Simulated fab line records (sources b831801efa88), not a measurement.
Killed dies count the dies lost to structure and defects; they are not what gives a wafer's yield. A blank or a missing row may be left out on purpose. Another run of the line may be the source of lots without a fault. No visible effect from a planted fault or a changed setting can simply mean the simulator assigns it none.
Comparing a struck lot with a sound one || flow sky130 || 17 steps out of a route of 708
Sound: the wafers L267.1, L267.2, L267.3. Wafers L261.1, L261.2, L261.4 were the ones struck. At the end, the cause is stated.
Per side, at each step with rows, come the tool, then ch with its chambers, and then its first start. Under that, the readings that differ: sound wafers || struck wafers || difference of the means || sigmas: that difference in standard deviations of wafers without a fault.
alike: readings with means less than 2 such deviations apart, plus words and numbers identical on both sides. not compared: withheld readings, readings lacking a value on some wafer, bounds such as >300 that could conceal the same value, and numbers that have no deviation in the record and whose values overlap.
Wherever a step has rows on one side only, a row that says differs or no value, or a row with sigmas, the two part there. When numbers do not overlap yet have no deviation, they are printed without sigmas and do not part them. A reading that every wafer of one side lacks parts them only if that side has two wafers or more.

SKY_GATE_OXIDE_TW_MEAS_14:
  sound: film_metro-01 at day 20 10:10; struck: film_metro-04 at day 18 01:19
  alike: GATE_OXIDE_TW
then, 3 steps without rows for these wafers: SKY_GATE_OXIDE_CLEAN_15 (cleans in SC1/SC2, time 150 s); SKY_GATE_OXIDE_OXIDATION_16 (stabilise 600 s, purge 300 s, target thk 3.57 nm); SKY_POLY_GATE_CVD_00 (deposits poly-Si, target thk 180 nm, time 720 s).
SKY_POLY_GATE_THK_MEAS_01:
  sound: film_metro-02 at day 21 00:58; struck: film_metro-04 at day 18 04:09
  alike: POLY_GATE_CVD_00_THK
then, 7 steps without rows for these wafers: SKY_RES_PROTECT_DEHYDRATE_00 (time 60 s); SKY_RES_PROTECT_HMDS_01 (prime time 60 s); SKY_RES_PROTECT_COAT_02 (resist thk 1140 nm); SKY_RES_PROTECT_SOFTBAKE_03 (time 60 s); SKY_RES_PROTECT_EXPOSE_04 (exposes mask RPM, target cd 1270 nm); SKY_RES_PROTECT_PEB_05; SKY_RES_PROTECT_DEVELOP_06 (develop time 60 s).
SKY_POLY_GATE_IMPLANT_02:
  sound on implanter-04 ch 0, day 22 06:28; struck on implanter-02 ch 0, day 19 09:45
{"reading": "beam_energy_keV", "sound": "29.990 30.005 29.999", "struck": "26.956 26.961 26.961", "difference": -3.039, "sigmas": "-99 or more"}
{"reading": "model.implant.rp_nm (nm)", "sound": "37.71 37.71 37.71", "struck": "34.46 34.46 34.46", "difference": -3.25, "sigmas": ""}
{"reading": "model.implant.drp_nm (nm)", "sound": "16.6 16.6 16.6", "struck": "15.57 15.57 15.57", "difference": -1.03, "sigmas": ""}
SKY_RES_PROTECT_STRIP_07: strips in O2/N2.
  sound on plasma_asher-03 ch 0,1, day 22 06:37; struck on plasma_asher-02 ch 0,1, day 19 09:54
{"reading": "oes_product_au (a.u.)", "sound": "0.513 0.512 0.518", "struck": "0.536 0.527 0.524", "difference": "+0.015", "sigmas": "+3"}
{"reading": "strip_time_to_endpoint_s (s)", "sound": "23.31 23.29 23.29", "struck": "22.39 22.36 22.35", "difference": -0.93, "sigmas": -27}
  alike: chamber_pressure_mTorr, drypump_motor_current_A, n2_flow_sccm
  not compared: rf_hours_counter_h
SKY_RES_PROTECT_TW_MEAS_08:
  sound: film_metro-03 at day 22 06:43; struck: film_metro-03 at day 19 10:00
{"reading": "POLY_GATE_TW", "sound": "4139 4132 4095", "struck": "4041 4038 4030", "difference": -86, "sigmas": -3}
then, 1 step without rows for these wafers: SKY_RES_PROTECT_CLEAN_09 (cleans in SC1/SC2, time 150 s).
-- here the record skips 29 days between the struck wafers' starts before and after, leaving off in module RES_PROTECT and picking up in module PAD_OPEN (first step shown: number 708 of the route) --
SKY_PAD_OPEN_PROBE_99:
  sound: prober-02 at day 50 04:10; struck: prober-01 at day 48 11:13
  alike: killed_at_M0_to_M3, killed_at_M4_up, killed_at_contacts, killed_at_front_end, killed_at_other, killed_dies, killed_open, killed_short

== WHERE THEY PART ==
Earliest at SKY_POLY_GATE_IMPLANT_02; latest, in this record, at SKY_RES_PROTECT_TW_MEAS_08. Later steps at which nothing parts them and some readings are alike: SKY_PAD_OPEN_PROBE_99.

WHY: the cause the simulator had injected
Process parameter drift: implanter-02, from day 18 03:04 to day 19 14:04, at SKY_POLY_GATE_IMPLANT_02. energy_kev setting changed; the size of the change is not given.
